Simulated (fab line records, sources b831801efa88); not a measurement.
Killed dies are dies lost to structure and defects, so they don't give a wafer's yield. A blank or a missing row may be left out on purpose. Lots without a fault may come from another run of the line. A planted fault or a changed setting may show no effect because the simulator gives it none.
fab line records | flow sky130
record lots=6 wafers=16 last_day=50
route steps=708 shown VIA2@527 METAL3@532 CAPM@537 PAD_OPEN@708
lots that met no fault: from a run of the same line without faults
start_h: hours from the record's first day to the start of the lot's first wafer shown | wait_h: hours since the lot's step before | " the same as in the row above | L1.1+2: a row that stands for several wafers | - no value, or no start given | * or withheld: withheld | < > ~ a bound
route shown NAME@n: a module of which the file shows steps, and the number in the route of the first | usual: mean/standard deviation of fault-free wafers | same: alike in all rows | chamber/n: place in a boat | sites: the reading at each site | _std_site: their standard deviation | _edge_site: outer sites' mean less inner sites' | radius_mm: how far each site lies from the wafer's centre | mask NAME#n: copy n | behind: the tool/chamber that last shaped the wafer | hold: why the lot was held/for how many hours/how that ended | device: the transistor (n, p or np) that didn't switch | end of line: the same wafers' tests at the end of the route | a step without rows: its recipe alone | killed: dies lost to structure and defects at the first sort, not the wafer's yield | map: a wafer's dies, x killed, . not, _ none there
set.NAME: the setting as run; set.NAME@STEP: as run at that earlier step | model.NAME: the simulator's own value behind a step, which no gauge read
lots at some steps of the route; a table a step, a row a wafer
services: from which hour (start_h, from the record's first day; less than 0 if before it) a tool's chamber was out of use, for how many hours, and why
## steps
# step SKY_VIA2_SPUTTER_20
# recipe material=TiN target_thk_nm=20 chamber_pressure_pa=5 power_w=4000 time_s=80
# step SKY_VIA2_CVD_21
# recipe material=W target_thk_nm=420 time_s=126.4 temp_c=400 pressure_torr=40
# usual heater_power_w=825/89
# columns lot.wafer tool chamber start_h wait_h heater_power_w
L452.1 cvd_w-01 0 893.50 0.0 987
L452.2 " 1 " " 803
L452.3 " 0 " " 994
L457.1 cvd_w-01 0 936.90 0.0 951
L457.3 " 1 " " 798
L457.4 " 0 " " 962
L458.1 cvd_w-02 0 940.98 0.0 845
L458.3 " 0 " " 848
L458.5 " 1 " " 710
L459.2 cvd_w-02 0 944.17 0.0 835
L459.3 " 0 " " 850
L459.5 " 0 " " 862
L465.1 cvd_w-02 0 985.62 0.0 840
L465.2 " 1 " " 712
L465.6 " 1 " " 698
L469.2 cvd_w-02 0 1011.94 0.0 848
# step SKY_VIA2_RS_MEAS_22
# recipe thk_meas_gauge=four-point-probe reads=W_of_VIA2_CVD_21+TiN_of_VIA2_SPUTTER_20
# usual VIA2_W_RS=0.2721/0.0025
# columns lot.wafer tool chamber start_h wait_h VIA2_W_RS[ohm/sq]
L452.1 film_metro-03 - 893.63 0.1 0.2697
L452.2 " - " " 0.2699
L452.3 " - " " 0.2712
L457.1 film_metro-03 - 937.03 0.1 0.2692
L457.3 " - " " 0.2687
L457.4 " - " " 0.2684
L458.1 film_metro-04 - 941.11 0.1 0.2688
L458.3 " - " " 0.2682
L458.5 " - " " 0.2660
L459.2 film_metro-03 - 944.32 0.1 0.2755
L459.3 " - " " 0.2743
L459.5 " - " " 0.2730
L465.1 film_metro-04 - 985.75 0.1 0.2739
L465.2 " - " " 0.2688
L465.6 " - " " 0.2748
L469.2 film_metro-04 - 1012.09 0.1 0.2768
# step SKY_VIA2_THK_MEAS_23
# recipe thk_meas_gauge=xrf reads=W_of_VIA2_CVD_21
# usual VIA2_W_THK=433/8.9
# columns lot.wafer tool chamber start_h wait_h VIA2_W_THK[nm]
L452.1 film_metro-03 - 893.75 0.1 432
L452.2 " - " " 430
L452.3 " - " " 428
L457.1 film_metro-03 - 937.15 0.1 428
L457.3 " - " " 428
L457.4 " - " " 431
L458.1 film_metro-04 - 941.23 0.1 447
L458.3 " - " " 448
L458.5 " - " " 450
L459.2 film_metro-03 - 944.43 0.1 422
L459.3 " - " " 422
L459.5 " - " " 420
L465.1 film_metro-04 - 985.87 0.1 437
L465.2 " - " " 442
L465.6 " - " " 434
L469.2 film_metro-04 - 1012.20 0.1 439
# step SKY_VIA2_CMP_24
# recipe stop_on=SiO2 t_overpolish_s=20 down_force_psi=3.5 platen_rpm=60 target_thk_nm=0 pad_velocity_m_s=0.94248
# usual edge_zone_pressure_frac=1.000/0.005 motor_current_A=10.9/1.3 overpolish_run_s=19.999/0.01 time_to_endpoint_s=102/4.8
# columns lot.wafer tool chamber start_h wait_h edge_zone_pressure_frac motor_current_A overpolish_run_s time_to_endpoint_s
L452.1 cmp-01 1 893.86 0.1 1.012 10.7 20.000 103
L452.3 " 2 " " 1.003 9.9 20.002 100
L452.2 " 3 " " 1.002 10.3 20.004 105
L457.3 cmp-01 1 937.26 0.1 1.007 11.2 19.990 100
L457.4 " 2 " " 1.001 9.7 20.007 104
L457.1 " 3 " " 1.001 10.0 19.997 110
L458.1 cmp-01 3 941.29 0.1 1.002 10.6 20.009 106
L458.3 " 1 " " 0.994 10.9 20.001 101
L458.5 " 3 " " 1.004 10.7 19.993 106
L459.3 cmp-01 0 944.48 0.0 0.997 13.2 19.994 101
L459.2 " 1 " " 1.003 11.2 19.992 97
L459.5 " 0 " " 0.989 13.9 20.002 103
L465.1 cmp-01 2 986.06 0.2 1.008 10.0 19.994 99
L465.2 " 3 " " 1.000 9.7 20.000 108
L465.6 " 2 " " 1.004 10.3 19.999 97
L469.2 cmp-02 2 1012.35 0.1 1.003 11.0 20.004 103
# step SKY_METAL3_SPUTTER_00
# recipe material=Ti target_thk_nm=15 power_w=3000 time_s=10 chamber_pressure_pa=0.4
# step SKY_METAL3_SPUTTER_01
# recipe material=TiN target_thk_nm=20 power_w=6500 time_s=16.7 chamber_pressure_pa=0.4
# step SKY_METAL3_SPUTTER_02
# recipe material=AlCu target_thk_nm=735 power_w=10600 time_s=39.1 chamber_pressure_pa=0.4
# step SKY_METAL3_SPUTTER_03
# recipe material=Ti target_thk_nm=5 power_w=3000 time_s=3.3 chamber_pressure_pa=0.4
# usual throttle_valve_pct=30.2/1.1
# columns lot.wafer tool chamber start_h wait_h throttle_valve_pct
L452.1 pvd_sputter-03 - 894.20 0.0 29.9
L452.2 " - " " 30.1
L452.3 " - " " 29.6
L457.1 pvd_sputter-01 - 937.60 0.0 31.4
L457.3 " - " " 30.8
L457.4 " - " " 29.6
L458.1 pvd_sputter-02 - 941.67 0.0 28.6
L458.3 " - " " 29.7
L458.5 " - " " 28.4
L459.2 pvd_sputter-03 - 944.87 0.0 29.9
L459.3 " - " " 28.7
L459.5 " - " " 29.3
L465.1 pvd_sputter-03 - 986.45 0.0 29.9
L465.2 " - " " 29.7
L465.6 " - " " 29.4
L469.2 pvd_sputter-02 - 1012.64 0.0 29.5
# step SKY_METAL3_SPUTTER_04
# recipe material=TiN target_thk_nm=70 power_w=6500 time_s=58.3 chamber_pressure_pa=0.4
# step SKY_CAPM_CVD_00
# recipe material=SiO2 target_thk_nm=15.5 temp_c=400 time_s=withheld rf_w=450
# step SKY_CAPM_THK_MEAS_01
# recipe reads=SiO2_of_CAPM_CVD_00
# usual CAPM_CVD_00_THK=15.50/0.27
# columns lot.wafer tool chamber start_h wait_h CAPM_CVD_00_THK[nm]
L452.1 film_metro-03 - 894.29 - 15.77
L452.2 " - " " 15.31
L452.3 " - " " 15.29
L457.1 film_metro-02 - 937.69 - 15.48
L457.3 " - " " 15.10
L457.4 " - " " 15.49
L458.1 film_metro-02 - 941.76 - 15.10
L458.3 " - " " 15.37
L458.5 " - " " 15.71
L459.2 film_metro-03 - 944.97 - 15.50
L459.3 " - " " 15.63
L459.5 " - " " 15.73
L465.1 film_metro-02 - 986.54 - 15.26
L465.2 " - " " 15.14
L465.6 " - " " 15.35
L469.2 film_metro-01 - 1012.75 - 15.31
# step SKY_CAPM_SPUTTER_02
# recipe material=TiN target_thk_nm=200 temp_c=300 power_w=6500 time_s=166.7 chamber_pressure_pa=0.4
# usual throttle_valve_pct=30.2/0.81
# columns lot.wafer tool chamber start_h wait_h throttle_valve_pct model.TiN_of_CAPM_SPUTTER_02.thk_nm
L452.1 pvd_sputter-04 - 894.35 0.1 29.5 196.2
L452.2 " - " " 30.2 199.8
L452.3 " - " " 30.4 199.8
L457.1 pvd_sputter-04 - 937.75 0.1 30.4 199
L457.3 " - " " 29.4 197.4
L457.4 " - " " 30.0 198.8
L458.1 pvd_sputter-04 - 941.82 0.1 29.6 198.4
L458.3 " - " " 30.2 201.9
L458.5 " - " " 29.1 196.8
L459.2 pvd_sputter-04 - 945.02 0.0 30.7 198.4
L459.3 " - " " 30.3 200.3
L459.5 " - " " 30.4 200.6
L465.1 pvd_sputter-04 - 986.60 0.1 30.7 201.3
L465.2 " - " " 29.6 198.9
L465.6 " - " " 28.9 312.6
L469.2 pvd_sputter-04 - 1012.80 0.0 29.2 308.7
# step SKY_CAPM_RS_MEAS_03
# recipe thk_meas_gauge=four-point-probe reads=TiN_of_CAPM_SPUTTER_02
# usual CAPM_TIN_RS=6.92/0.11
# columns lot.wafer tool chamber start_h wait_h CAPM_TIN_RS[ohm/sq]
L452.1 film_metro-01 - 894.46 0.1 7.05
L452.2 " - " " 6.91
L452.3 " - " " 6.91
L457.1 film_metro-02 - 937.86 0.1 6.94
L457.3 " - " " 7.01
L457.4 " - " " 6.95
L458.1 film_metro-01 - 941.93 0.1 6.96
L458.3 " - " " 6.84
L458.5 " - " " 7.02
L459.2 film_metro-02 - 945.15 0.1 6.96
L459.3 " - " " 6.89
L459.5 " - " " 6.89
L465.1 film_metro-01 - 986.71 0.1 6.87
L465.2 " - " " 6.96
L465.6 " - " " 4.39
L469.2 film_metro-03 - 1012.93 0.1 4.45
# step SKY_CAPM_THK_MEAS_04
# recipe thk_meas_gauge=xrf reads=TiN_of_CAPM_SPUTTER_02
# usual CAPM_TIN_THK=201/3.2
# columns lot.wafer tool chamber start_h wait_h CAPM_TIN_THK[nm]
L452.1 film_metro-01 - 894.58 0.1 197
L452.2 " - " " 200
L452.3 " - " " 199
L457.1 film_metro-02 - 937.98 0.1 201
L457.3 " - " " 200
L457.4 " - " " 200
L458.1 film_metro-01 - 942.05 0.1 199
L458.3 " - " " 203
L458.5 " - " " 198
L459.2 film_metro-02 - 945.26 0.1 200
L459.3 " - " " 203
L459.5 " - " " 202
L465.1 film_metro-01 - 986.83 0.1 201
L465.2 " - " " 198
L465.6 " - " " 312
L469.2 film_metro-03 - 1013.04 0.1 311
# step SKY_CAPM_DEHYDRATE_05
# recipe temp_c=200 time_s=60
# step SKY_CAPM_HMDS_06
# recipe prime_time_s=60 prime_temp_c=120
# step SKY_CAPM_COAT_07
# recipe resist=NOVOLAK spin_rpm=3000 resist_thk_nm=1140
# step SKY_CAPM_SOFTBAKE_08
# recipe temp_c=90 time_s=60 resist=NOVOLAK
# step SKY_CAPM_EXPOSE_09
# recipe mask_id=CAPM na=0.6 source_shape=conventional sigma_outer=0.6 polarization=unpolarized target_cd_nm=1000 dose_mj=159
# step SKY_CAPM_PEB_10
# recipe temp_c=withheld time_s=* resist=NOVOLAK
# step SKY_CAPM_DEVELOP_11
# recipe resist=NOVOLAK developer=TMAH develop_time_s=60 dev_temp_c=23
# step SKY_CAPM_OVL_MEAS_12
# usual CAPM_OVL=-0.9/1.4
# columns lot.wafer tool chamber start_h wait_h CAPM_OVL[nm]
L452.1 overlay-01 - 920.43 0.1 -1.1
L452.2 " - " " -1.0
L452.3 " - " " -1.0
L457.1 overlay-02 - 962.73 0.1 -1.2
L457.3 " - " " -0.7
L457.4 " - " " -0.1
L458.1 overlay-02 - 965.63 0.1 -1.2
L458.3 " - " " 1.3
L458.5 " - " " 1.6
L459.2 overlay-01 - 969.12 0.1 0.4
L459.3 " - " " -0.8
L459.5 " - " " -0.3
L465.1 overlay-02 - 1010.23 0.1 -2.3
L465.2 " - " " -3.2
L465.6 " - " " -0.1
L469.2 overlay-01 - 1036.27 0.1 1.6
# step SKY_CAPM_METAL_ETCH_13
# recipe target_depth_nm=220 stop_on=SiO2 chemistry=Cl2/BCl3 target=TiN pressure_mtorr=10 icp_w=900 bias_w=48.5 Cl2_flow_sccm=60 bcl3_flow_sccm=30 time_s=62.9
# usual bcl3_flow_sccm=30.02/0.092 drypump_motor_current_A=5.4/0.31 oes_product_au=0.940/0.0095 throttle_valve_pct=21.902/0.009
# columns lot.wafer tool chamber start_h wait_h bcl3_flow_sccm drypump_motor_current_A oes_product_au rf_hours_counter_h throttle_valve_pct
L452.1 rie_metal-04 1 920.47 0.0 30.03 5.8 0.927 12 21.915
L452.2 " 0 " " 29.94 5.2 0.935 8 21.910
L452.3 " 0 " " 30.05 5.2 0.943 - 21.912
L457.1 rie_metal-04 0 962.77 0.0 29.93 5.2 0.940 8 21.903
L457.3 " 1 " " 30.09 5.8 0.937 - 21.914
L457.4 " 0 " " 30.10 5.2 0.927 - 21.909
L458.1 rie_metal-04 0 965.67 0.0 29.86 5.2 0.929 8 21.904
L458.3 " 1 " " 29.89 5.8 0.949 - 21.905
L458.5 " 0 " " 29.92 5.2 0.929 - 21.896
L459.2 rie_metal-03 1 969.15 0.0 30.12 5.6 0.932 5 21.904
L459.3 " 0 " " 30.13 5.0 0.938 - 21.904
L459.5 " 1 " " 30.02 5.6 0.938 - 21.903
L465.1 rie_metal-02 0 1010.27 0.0 29.93 5.2 0.942 11 21.912
L465.2 " 1 " " 30.05 5.7 0.934 18 21.920
L465.6 " 0 " " 29.94 5.2 1.010 - 21.848
L469.2 rie_metal-03 1 1036.30 0.0 30.08 5.6 0.999 9 21.869
# step SKY_CAPM_STRIP_14
# recipe chemistry=O2/N2 power_w=1400 pressure_mtorr=1500 platen_temp_c=withheld o2_flow_sccm=3000 n2_flow_sccm=300 overash_fraction=0.5
# step SKY_CAPM_STRIP_15
# recipe chemistry=post_etch_residue_remover time_s=1200 temp_c=72.5
# step SKY_CAPM_CLEAN_16
# recipe chemistry=IPA time_s=180 temp_c=25
# step SKY_CAPM_CLEAN_17
# recipe chemistry=O3/DIW dry=n2_spin
# step SKY_METAL3_DEHYDRATE_05
# recipe temp_c=200 time_s=60
# step SKY_METAL3_HMDS_06
# recipe prime_time_s=60 prime_temp_c=120
# step SKY_METAL3_COAT_07
# recipe resist=BARC temp_c=withheld time_s=withheld spin_rpm=3000 resist_thk_nm=60
# step SKY_METAL3_COAT_08
# recipe resist=KrF-thick spin_rpm=3000 resist_thk_nm=1140
# step SKY_METAL3_SOFTBAKE_09
# recipe temp_c=100 time_s=90 resist=KrF-thick
# step SKY_METAL3_EXPOSE_10
# recipe mask_id=MM3 na=0.68 source_shape=annular sigma_inner=0.4 sigma_outer=0.8 target_cd_nm=300 dose_mj=28
# step SKY_METAL3_PEB_11
# recipe peb_temp_c=withheld peb_time_s=withheld resist=KrF-thick
# step SKY_METAL3_DEVELOP_12
# recipe develop_time_s=60 resist=KrF-thick dev_temp_c=21
# step SKY_METAL3_CD_MEAS_13
# recipe target_cd_nm=300
# usual cd_nm=300.0/1.6
# columns lot.wafer tool chamber start_h wait_h cd_nm
L452.1 cd_sem-01 - 946.11 - 297.8
L452.2 " - " " 299.4
L452.3 " - " " 298.7
L457.1 cd_sem-01 - 987.78 - 301.2
L457.3 " - " " 300.4
L457.4 " - " " 300.0
L458.1 cd_sem-02 - 991.21 - 301.0
L458.3 " - " " 300.8
L458.5 " - " " 300.7
L459.2 cd_sem-02 - 993.53 - 299.8
L459.3 " - " " 299.7
L459.5 " - " " 299.7
L465.1 cd_sem-02 - 1033.96 - 300.0
L465.2 " - " " 299.5
L465.6 " - " " 299.3
L469.2 cd_sem-02 - 1059.79 - 300.1
# step SKY_METAL3_OVL_MEAS_14
# usual METAL3_OVL=1/6
# columns lot.wafer tool chamber start_h wait_h METAL3_OVL[nm]
L452.1 overlay-02 - 946.23 0.1 -8
L452.2 " - " " 3
L452.3 " - " " -5
L457.1 overlay-02 - 987.90 0.1 8
L457.3 " - " " -3
L457.4 " - " " -3
L458.1 overlay-02 - 991.33 0.1 -7
L458.3 " - " " -6
L458.5 " - " " -9
L459.2 overlay-01 - 993.64 0.1 -13
L459.3 " - " " -7
L459.5 " - " " -8
L465.1 overlay-01 - 1034.08 0.1 -1
L465.2 " - " " 8
L465.6 " - " " 9
L469.2 overlay-01 - 1059.90 0.1 3
# step SKY_METAL3_DESCUM_15
# recipe chemistry=O2 source_power_w=150 bias_power_w=0 pressure_mtorr=10 temp_c=40 time_s=8
# step SKY_METAL3_ETCH_16
# recipe chemistry=N2/H2 target=BARC ion_energy_ev=200 bias_w=100 pressure_mtorr=30 n2_flow_sccm=100 h2_flow_sccm=200 icp_w=500 stop_on=SiO2 time_s=88.2 target_depth_a=600
# usual drypump_motor_current_A=5.44/0.27 oes_product_au=0.627/0.005 throttle_valve_pct=13.205/0.0093
# columns lot.wafer tool chamber start_h wait_h drypump_motor_current_A oes_product_au rf_hours_counter_h throttle_valve_pct
L452.1 rie_metal-02 1 946.30 0.0 5.74 0.624 14 13.215
L452.2 " 0 " " 5.23 0.631 8 13.221
L452.3 " 0 " " 5.22 0.625 - 13.189
L457.1 rie_metal-01 0 987.97 0.0 5.78 0.622 13 13.208
L457.3 " 1 " " 5.28 0.633 - 13.210
L457.4 " 0 " " 5.78 0.634 - 13.192
L458.1 rie_metal-02 0 991.40 0.0 5.23 0.618 10 13.191
L458.3 " 0 " " 5.22 0.621 - 13.210
L458.5 " 0 " " 5.24 0.626 - 13.202
L459.2 rie_metal-01 0 993.70 0.0 5.75 0.633 13 13.199
L459.3 " 0 " " 5.76 0.625 - 13.204
L459.5 " 0 " " 5.72 0.630 - 13.190
L465.1 rie_metal-02 1 1034.15 0.0 5.72 0.629 19 13.212
L465.2 " 0 " " 5.22 0.623 12 13.205
L465.6 " 1 " " 5.72 0.628 - 13.191
L469.2 rie_metal-02 1 1059.96 0.0 5.71 0.623 21 13.211
# step SKY_METAL3_ETCH_17
# recipe target=SiO2 stop_on=TiN chemistry=C4F8/O2/Ar source_w=1500 bias_w=1200 pressure_mtorr=40 c4f8_flow_sccm=withheld O2_flow_sccm=6 Ar_flow_sccm=300 time_s=3.9 target_depth_a=150
# usual oes_product_au=0.755/0.0077
# columns lot.wafer tool chamber start_h wait_h oes_product_au rf_hours_counter_h
L452.1 rie_diel-04 0 946.40 0.1 0.759 14
L452.2 " 1 " " 0.746 14
L452.3 " 2 " " 0.750 12
L457.1 rie_diel-04 3 988.07 0.1 0.746 2
L457.3 " 1 " " 0.751 15
L457.4 " 0 " " 0.761 16
L458.1 rie_diel-04 2 991.50 0.1 0.739 14
L458.3 " 3 " " 0.754 2
L458.5 " 1 " " 0.765 -
L459.2 rie_diel-03 2 993.80 0.1 0.758 7
L459.3 " 3 " " 0.754 11
L459.5 " 2 " " 0.764 -
L465.1 rie_diel-03 3 1034.25 0.1 0.747 12
L465.2 " 2 " " 0.756 8
L465.6 " 2 " " 0.750 -
L469.2 rie_diel-04 0 1060.06 0.1 0.747 18
# step SKY_METAL3_METAL_ETCH_18
# recipe target_depth_a=8450 stop_on=SiO2 over_etch_frac=0.3 time_s=183.1 chemistry=Cl2/BCl3 resist_sidewall_deg=88 pressure_mtorr=10 icp_w=900 bias_w=48.5 Cl2_flow_sccm=60 bcl3_flow_sccm=30
# step SKY_METAL3_STRIP_20
# recipe chemistry=post_etch_residue_remover time_s=1200 temp_c=72.5
# usual bath_heat_duty_pct=14.4/1.3
# columns lot.wafer tool chamber start_h wait_h bath_heat_duty_pct model.TiN_of_CAPM_SPUTTER_02.thk_nm
L452.1 wet_bench-02 2 946.69 0.1 14.8 195.4
L452.2 " 2 " " 15.4 199
L452.3 " 2 " " 13.8 199
L457.1 wet_bench-02 2 988.37 0.1 14.2 198.2
L457.3 " 2 " " 15.1 196.6
L457.4 " 2 " " 14.9 198
L458.1 wet_bench-04 2 991.79 0.1 14.2 197.5
L458.3 " 2 " " 14.0 201.1
L458.5 " 2 " " 14.3 196
L459.2 wet_bench-02 3 994.09 0.1 13.2 197.6
L459.3 " 3 " " 13.5 199.4
L459.5 " 3 " " 14.1 199.7
L465.1 wet_bench-03 2 1034.60 0.1 13.8 200.5
L465.2 " 2 " " 14.0 198
L465.6 " 2 " " 14.6 311.7
L469.2 wet_bench-02 1 1060.36 0.1 16.8 307.9
# step SKY_PAD_OPEN_PROBE_99
# usual killed_at_M0_to_M3=43/6.8 killed_at_M4_up=3.2/2 killed_at_contacts=24/5.3 killed_at_front_end=16/4.4 killed_at_other=0.3/0.54 killed_dies=86/9.4 killed_open=48/6.6 killed_short=38/6.5
# same gross_dies=492 killed_at_back_side=0
# columns lot.wafer tool chamber start_h wait_h killed_at_M0_to_M3 killed_at_M4_up killed_at_contacts killed_at_front_end killed_at_other killed_dies killed_open killed_short model.etest.met3.line_ohm_um model.etest.via3_chain.rc_ohm model.etest.met3.rs_ohm_sq model.etest.cap_mim.plate_ohm_sq model.etest.li_comb.under_floor model.etest.res_iso_pwell.open model.etest.pfet_16v.open model.etest.res_pwell_under_gate.open
L452.1 prober-01 - 1116.81 0.1 49 2 28 16 0 95 58 37 0.1436 10.58 0.04169 6.132 0 0 0 0
L452.2 prober-01 - 1116.86 0.1 46 2 24 13 1 86 46 40 0.1447 9.259 0.04329 5.913 0 0 0 0
L452.3 prober-01 - 1116.91 0.2 43 5 32 6 0 86 41 45 0.1466 10.24 0.04242 6.018 0 0 0 0
L457.1 prober-01 - 1152.04 0.1 42 8 24 18 0 92 46 46 0.1454 10.2 0.04272 5.944 0 0 0 0
L457.3 prober-01 - 1152.14 0.2 43 4 21 9 0 77 37 40 0.1361 10.04 0.04247 6.019 0 0 0 0
L457.4 prober-01 - 1152.19 0.2 45 1 27 11 0 84 48 35 0.1425 9.189 0.04252 6.04 0 0 0 0
L458.1 prober-02 - 1152.75 0.1 50 7 27 16 1 101 62 39 0.1426 9.604 0.04298 6.041 0 0 0 0
L458.3 prober-02 - 1152.85 0.2 42 5 26 17 0 90 52 37 0.1369 9.069 0.04294 5.943 0 0 0 0
L458.5 prober-02 - 1152.95 0.2 47 4 33 18 0 102 59 43 0.1431 9.345 0.04261 6.062 0 0 0 0
L459.2 prober-01 - 1155.73 0.1 49 4 21 18 0 92 46 46 0.1452 10.54 0.0433 6.013 0 0 0 0
L459.3 prober-01 - 1155.78 0.2 37 1 25 14 0 77 39 38 0.1447 9.872 0.04286 5.998 0 0 0 0
L459.5 prober-01 - 1155.88 0.2 41 4 21 20 0 86 52 34 0.1429 10.24 0.04297 6.012 0 0 0 0
L465.1 prober-01 - 1188.45 0.1 39 3 32 15 1 90 47 43 0.1487 9.441 0.04356 5.938 0 0 0 0
L465.2 prober-01 - 1188.50 0.1 46 7 17 16 1 87 55 32 0.1365 9.783 0.04276 5.988 0 0 0 0
L465.6 prober-01 - 1188.70 0.2 32 7 21 13 0 73 42 31 44.89 46.04 13.62 3.858 1 1 1 1
L469.2 prober-02 - 1206.58 0.1 38 2 24 17 0 81 53 28 45.79 44.99 13.58 3.901 1 1 1 1
# killed by level:class
L452.1 LI_CONTACT:geometric_particle:open=15 VIA1:geometric_particle:open=12 VIA3:geometric_particle:open=11 FIELD_ISO:geometric_particle:short=6 VIA2:geometric_particle:open=6 CONTACT:geometric_particle:open=6 METAL3:geometric_particle:short=5 METAL1:geometric_particle:short=4
L452.2 VIA3:geometric_particle:open=8 LI_CONTACT:geometric_particle:open=7 CONTACT:geometric_particle:open=7 VIA1:geometric_particle:short=6 CONTACT:geometric_particle:short=6 VIA2:geometric_particle:open=6 METAL1:geometric_particle:short=5 VIA1:geometric_particle:open=5
L452.3 VIA1:geometric_particle:open=12 VIA3:geometric_particle:open=10 LI_CONTACT:geometric_particle:short=8 CONTACT:geometric_particle:open=7 LOCAL_INTERCONNECT:geometric_particle:short=6 LI_CONTACT:geometric_particle:open=5 CONTACT:geometric_particle:short=5 METAL2:geometric_particle:short=5
L457.1 VIA1:geometric_particle:open=12 CONTACT:geometric_particle:open=8 VIA3:geometric_particle:open=8 LI_CONTACT:geometric_particle:open=5 VIA2:geometric_particle:short=5 FIELD_ISO:geometric_particle:short=4 POLY_GATE:geometric_particle:short=4 METAL4:geometric_particle:short=4
L457.3 LI_CONTACT:geometric_particle:open=8 VIA2:geometric_particle:open=8 CONTACT:geometric_particle:short=7 VIA1:geometric_particle:open=6 VIA1:geometric_particle:short=6 METAL2:geometric_particle:short=6 VIA3:geometric_particle:open=5 CONTACT:geometric_particle:open=4
L457.4 CONTACT:geometric_particle:open=11 VIA1:geometric_particle:open=10 LI_CONTACT:geometric_particle:open=8 METAL2:geometric_particle:short=7 VIA3:geometric_particle:open=7 VIA1:geometric_particle:short=6 CONTACT:geometric_particle:short=5 VIA2:geometric_particle:open=4
L458.1 CONTACT:geometric_particle:open=14 VIA2:geometric_particle:open=10 VIA3:geometric_particle:open=9 FIELD_ISO:geometric_particle:open=7 VIA1:geometric_particle:open=7 VIA2:geometric_particle:short=6 METAL2:geometric_particle:short=5 VIA1:geometric_particle:short=5
L458.3 VIA1:geometric_particle:open=12 LI_CONTACT:geometric_particle:open=10 FIELD_ISO:geometric_particle:open=7 CONTACT:geometric_particle:open=7 VIA1:geometric_particle:short=6 VIA3:geometric_particle:open=6 METAL2:geometric_particle:short=5 LOCAL_INTERCONNECT:geometric_particle:short=4
L458.5 VIA1:geometric_particle:open=17 LI_CONTACT:geometric_particle:open=13 CONTACT:geometric_particle:open=6 VIA3:geometric_particle:open=6 CONTACT:geometric_particle:short=5 VIA2:geometric_particle:open=5 FIELD_ISO:geometric_particle:short=4 FIELD_ISO:geometric_particle:open=4
L459.2 VIA2:geometric_particle:open=9 METAL2:geometric_particle:short=8 CONTACT:geometric_particle:open=7 POLY_GATE:geometric_particle:open=5 VIA1:geometric_particle:short=5 VIA1:geometric_particle:open=5 VIA2:geometric_particle:short=5 VIA3:geometric_particle:open=5
L459.3 VIA1:geometric_particle:open=7 VIA1:geometric_particle:short=7 FIELD_ISO:geometric_particle:open=6 CONTACT:geometric_particle:open=6 VIA2:geometric_particle:open=5 LI_CONTACT:geometric_particle:open=5 LOCAL_INTERCONNECT:geometric_particle:short=5 VIA2:geometric_particle:short=5
L459.5 VIA1:geometric_particle:open=11 VIA2:geometric_particle:open=8 VIA3:geometric_particle:open=8 LI_CONTACT:geometric_particle:open=6 CONTACT:geometric_particle:short=6 CONTACT:geometric_particle:open=6 POLY_GATE:geometric_particle:open=5 VIA1:geometric_particle:short=5
L465.1 LOCAL_INTERCONNECT:geometric_particle:short=10 CONTACT:geometric_particle:open=9 VIA1:geometric_particle:open=8 LI_CONTACT:geometric_particle:open=7 VIA2:geometric_particle:open=7 FIELD_ISO:geometric_particle:short=5 METAL2:geometric_particle:short=5 VIA3:geometric_particle:open=5
L465.2 VIA3:geometric_particle:open=11 VIA1:geometric_particle:open=8 LI_CONTACT:geometric_particle:open=7 VIA2:geometric_particle:open=7 FIELD_ISO:geometric_particle:open=6 VIA1:geometric_particle:short=5 CONTACT:geometric_particle:open=4 METAL1:geometric_particle:short=4
L465.6 VIA1:geometric_particle:open=9 CONTACT:geometric_particle:open=8 CONTACT:geometric_particle:short=7 METAL2:geometric_particle:short=6 FIELD_ISO:geometric_particle:open=5 VIA2:geometric_particle:open=5 METAL4:geometric_particle:short=5 VIA3:geometric_particle:open=4
L469.2 VIA1:geometric_particle:open=17 CONTACT:geometric_particle:open=8 LI_CONTACT:geometric_particle:open=7 VIA3:geometric_particle:open=6 FIELD_ISO:geometric_particle:short=4 FIELD_ISO:geometric_particle:open=3 POLY_GATE:geometric_particle:open=3 CONTACT:geometric_particle:short=3
## services
# columns tool chamber start_h hours kind
rie_diel-04 - 891.22 28.1 pm
rie_metal-02 1 896.19 13.8 repair
rie_diel-03 0 896.43 10.0 repair
rie_metal-01 - 896.53 1.4 pm
cvd_w-01 - 901.81 0.3 repair
cvd_w-02 - 904.00 14.0 pm
pvd_sputter-04 - 908.70 1.4 repair
pvd_sputter-03 - 911.46 1.9 repair
pvd_sputter-04 - 911.85 1.4 repair
cmp-01 - 912.00 4.0 pm
cmp-01 - 919.43 2.0 repair
rie_diel-04 3 920.42 4.7 repair
rie_diel-04 2 922.62 1.8 repair
cmp-01 - 928.16 4.4 repair
rie_metal-04 - 933.44 26.7 repair
rie_diel-04 3 943.15 21.8 repair
wet_bench-02 - 951.51 2.1 repair
cmp-01 - 955.60 25.6 pm
rie_diel-04 3 965.27 2.7 repair
wet_bench-02 - 984.95 0.5 repair
cmp-01 - 1041.34 0.7 repair
rie_metal-02 - 1041.54 0.5 repair
cvd_w-02 - 1052.63 6.7 repair
pvd_sputter-04 - 1055.60 3.0 repair
## key
first_sign step=SKY_CAPM_RS_MEAS_03 reading=CAPM_TIN_RS direction=down sigmas=23 usual=6.92 struck=4.42
effect step=SKY_CAPM_THK_MEAS_04 reading=CAPM_TIN_THK direction=up sigmas=35 usual=201 struck=312
effect step=SKY_CAPM_METAL_ETCH_13 reading=oes_product_au direction=up sigmas=6.8 usual=0.940 struck=1.004
model_effect step=SKY_CAPM_SPUTTER_02 value=TiN_of_CAPM_SPUTTER_02.thk_nm without=198.9 struck=310.7
model_effect step=SKY_METAL3_STRIP_20 value=TiN_of_CAPM_SPUTTER_02.thk_nm without=198.1 struck=309.8
model_effect step=SKY_PAD_OPEN_PROBE_99 value=etest.met3.line_ohm_um without=0.1427 struck=45.34
met_at SKY_CAPM_SPUTTER_02
struck_wafers L465.6,L469.2
tester_left_out L469
onset_between 941.82 986.60
earlier_fault kind=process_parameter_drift tool=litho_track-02 chamber=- onset_h=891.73 steps=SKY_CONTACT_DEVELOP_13 channel=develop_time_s offset=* shape=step end_h=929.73 acts_in=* stated=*
fault kind=process_parameter_drift tool=pvd_sputter-04 chamber=- onset_h=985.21 steps=SKY_CAPM_SPUTTER_02 channel=target_thk_nm offset=111.71 shape=step acts_in=these_recipes_only stated=200 scope=struck_wafers_only
# tester_left_out: of these lots the tester's yield and bins aren't shown, on N5 and GAA mostly nor the transistor test; their killed dies are dies lost to structure and defects alone, not to doping, threshold or leakage, so they don't give the yield
